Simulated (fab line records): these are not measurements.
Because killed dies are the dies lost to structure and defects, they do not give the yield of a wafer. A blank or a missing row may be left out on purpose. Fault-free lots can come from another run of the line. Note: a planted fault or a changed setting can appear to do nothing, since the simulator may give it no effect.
Code-filled problem report in 8D (eight disciplines) form / flow sfq-line / the parts of the form that need people (team, actions taken, sign-off) are left out

== 1. THE ISSUE ==
JJ_NB_RS at SFQ_JJ_RS_MEAS_929 reads a mean of 1.457 ohm/sq on 2 wafers of 1 lot; wafers without a fault read 1.041 ohm/sq with a standard deviation of 0.014. Measured from the usual mean, that is +30 standard deviations.
The step: measures by four-point-probe.
First seen on wafer L915.1, day 65 14:58, on film-metro-03. At this step, 39 wafers from 13 lots have a number in the record. Rule for "out", or "out of limits": more than 4 standard deviations from the usual mean. The other wafers with a number count as sound.

== 2. WHAT THIS IS AND IS NOT ==
question=which readings at this step | is=JJ_NB_RS | is not=-
question=which lots | is=L915 | is not=L903, L904, L905, L906, L907, L912, L918, L921, L922, L923, L924, L926
question=which wafers of those lots | is=L915.1, L915.6 | is not=L915.3
question=read on which gauges | is=film-metro-03 | is not=film-metro-01, film-metro-02
question=when | is=from day 65 14:58 | is not=up to then (19 sound wafers); but 18 sound wafers of L918, L921, L922, L923, L924, L926 came after

== 3. SUSPECTS, AND WHAT RULES EACH OUT ==
Counting: if a tool at a process step up to the reading ran every lot that is out, it stays a suspect. Sound lots after the first of them don't rule it out here, since some wafers of a struck lot are sound.
- the gauge at SFQ_JJ_RS_MEAS_929 has been ruled out. All the wafers that are out were read on film-metro-03, but those of them that SFQ_TRILAYER_JJ_CE_ETCH_RIE_118 has rows for are out there too, on other tools.
- pvd-sputter-03 at SFQ_TRILAYER_JJ_TRILAYER_DEP_SPUTTER_112 (material Nb, target thk 170 nm, time 113.3 s): kept. It processed L915, the lot that is out, at day 65 14:53, and its most recent sound lot before then was L906 at day 57 15:45.
The count leaves pvd-sputter-03 at SFQ_TRILAYER_JJ_TRILAYER_DEP_SPUTTER_112.

== 4. THE CAUSE (what the simulator had put in) ==
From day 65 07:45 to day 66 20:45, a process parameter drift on pvd-sputter-03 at SFQ_TRILAYER_JJ_TRILAYER_DEP_SPUTTER_112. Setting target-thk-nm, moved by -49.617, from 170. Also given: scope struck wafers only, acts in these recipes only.
This tool alone remained once counting was done.

== 5. THE EFFECT CHAIN, in route order ==
One row per reading whose mean, taken over the struck wafers that have a number, lies over 3 standard deviations from the usual. Scope: only readings with a usual standard deviation given in the record; hours: median across lots of the time from each lot's start at the first step in this table that gives one to its start at this step; sigmas: change in usual standard deviations.
hours=0; step=SFQ_JJ_RS_MEAS_929; reading=JJ_NB_RS; usual=1.041 ohm/sq; on struck wafers=1.457; change=+0.416; sigmas=+30
hours=81; step=SFQ_TRILAYER_JJ_CE_ETCH_RIE_118; reading=oes-product-au; usual=0.989 a.u.; on struck wafers=0.821; change=-0.168; sigmas=-15
Its process steps:
- SFQ_TRILAYER_JJ_CE_ETCH_RIE_118: chemistry SF6, target Nb, stops on Al2O3, time 97.7 s, target depth 170 nm.

== 6. WHAT WOULD HAVE CAUGHT IT SOONER ==
In this record the first reading out of limits at a measuring or inspecting step was taken at day 65 14:58, 7 hours after the fault began at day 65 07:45.
No tool reading at SFQ_TRILAYER_JJ_TRILAYER_DEP_SPUTTER_112 that has a usual standard deviation in the record was out on any struck wafer, so an alarm limit of 4 standard deviations on those readings would not have fired.
By day 65 14:58, every lot that is out (1) had started SFQ_TRILAYER_JJ_TRILAYER_DEP_SPUTTER_112 on pvd-sputter-03. Had the tool been put on hold then, not one of them would have been saved.
